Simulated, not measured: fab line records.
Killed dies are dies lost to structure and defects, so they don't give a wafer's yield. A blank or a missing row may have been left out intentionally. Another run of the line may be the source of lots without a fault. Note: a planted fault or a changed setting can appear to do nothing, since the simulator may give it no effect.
Matching of chambers -- flow sky130 -- SKY_PAD_OPEN_ETCH_07 on rieDiel-01 has 4 sister chambers
The step etches the open film in CF4/O2, stops on AlCu, target depth 725 nm, time 161.1 s. 14 wafers are shown with their chamber, then 7 later ones without.

## EACH WAFER AND ITS CHAMBER
wafer,chamber,drypumpMotorCurrentA (A),throttleValvePct (%),oesProductAu (a.u.)
L913.2,0,6.5,5.971,0.977
L913.4,1,5.7,5.975,0.980
L913.5,3,5.5,5.957,0.987
L915.1,3,5.5,5.974,0.973
L915.3,1,5.6,5.978,0.971
L915.6,2,6.2,5.964,0.985
L928.1,0,6.5,5.960,0.971
L928.3,2,6.2,5.959,0.975
L928.5,2,6.2,5.951,0.977
L930.3,2,6.2,5.984,0.975
L930.5,3,5.5,5.976,0.981
L930.6,0,6.4,5.961,0.970
L931.1,2,6.2,5.963,0.965
L931.2,0,6.4,5.957,0.972

SIGNATURES (means of the wafers above)
reading,chamber 0,chamber 1,chamber 2,chamber 3,scatter within a chamber
drypumpMotorCurrentA,6.450,5.650,6.200,5.500,0.0387
throttleValvePct,5.96225,5.97650,5.96420,5.96900,0.00963
oesProductAu,0.97250,0.97550,0.97540,0.98033,0.00609
Rule: distance of a wafer from a chamber = root of the sum over the readings of ((wafer's reading minus chamber's mean) / reading's scatter) squared. The wafer belongs to the nearest chamber; if the next one is less than 2 further off, it can't be placed. The scatter: the root of (the sum of the squares of (reading less its chamber's mean) over the shown wafers, divided by (wafers less chambers)).

## WAFERS WHOSE CHAMBER IS MISSING
wafer,drypumpMotorCurrentA (A),throttleValvePct (%),oesProductAu (a.u.)
L931.5,5.4,5.965,0.988
L933.1,6.4,5.962,0.971
L933.4,5.5,5.973,0.993
L933.6,6.4,5.964,0.977
L935.2,5.7,5.974,0.975
L935.3,6.3,5.969,0.976
L935.6,5.7,5.954,0.973

## CHAMBER TAKEN BY EACH
wafer,from the rows above,in truth
L931.5,3,3
L933.1,0,0
L933.4,3,3
L933.6,0,0
L935.2,1,1
L935.3,can't be placed: 2 or 0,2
L935.6,1,1
Correctly placed: 6 of 7. Can't be placed from these rows: 1 (the true chamber is among the candidates in 1). 0 placed wrongly.
